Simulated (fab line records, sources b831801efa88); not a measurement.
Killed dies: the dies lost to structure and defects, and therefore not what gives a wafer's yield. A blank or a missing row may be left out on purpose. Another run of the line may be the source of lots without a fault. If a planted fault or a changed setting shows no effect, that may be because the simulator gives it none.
Chamber matching ; flow sky130 ; SKY_CONTACT_CMP_27 on cmp-02 has 4 sister chambers
The step polishes, stops on SiO2, t overpolish 15 s, target thk 0 nm. 4 wafers are shown with their chamber, then 12 later ones without.

== WAFERS PAIRED WITH THEIR CHAMBERS ==
wafer;chamber;motorCurrentA (A)
L081.6;1;10.1
L084.2;3;12.4
L084.3;0;10.5
L084.4;2;12.3

== WAFERS WHOSE CHAMBER IS MISSING ==
wafer;motorCurrentA (A)
L088.2;9.3
L088.4;11.0
L088.5;12.0
L091.2;12.0
L091.3;9.4
L091.5;11.8
L092.3;9.9
L092.5;9.8
L092.6;11.1
L095.2;11.7
L095.3;10.4
L095.5;11.5

== EACH ONE'S CHAMBER ==
wafer;from the rows above;in truth
L088.2;can't be placed: 1 or 0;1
L088.4;can't be placed: 0 or 1 or 2 or 3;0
L088.5;can't be placed: 2 or 3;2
L091.2;can't be placed: 2 or 3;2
L091.3;can't be placed: 1 or 0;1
L091.5;can't be placed: 2 or 3 or 0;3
L092.3;can't be placed: 1 or 0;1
L092.5;can't be placed: 1 or 0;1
L092.6;can't be placed: 0 or 1 or 2 or 3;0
L095.2;can't be placed: 2 or 3 or 0 or 1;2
L095.3;can't be placed: 0 or 1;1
L095.5;can't be placed: 2 or 3 or 0 or 1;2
Placed correctly: 0 of 12. Not placeable from these rows: 12 (in 12, the candidates include the true chamber). Wrongly placed: 0.
How it was worked out, from the rows above alone: a wafer's distance from a chamber is the root of the sum, over the readings, of the square of ((its reading less the chamber's mean) divided by the reading's scatter). The wafer belongs to the nearest chamber; if the next one is less than 2 further off, it can't be placed. A chamber's mean is the mean of its shown wafers. The scatter (one wafer shown for each chamber): square how far every hidden wafer sits from the nearest shown wafer, average those squares and take the square root.
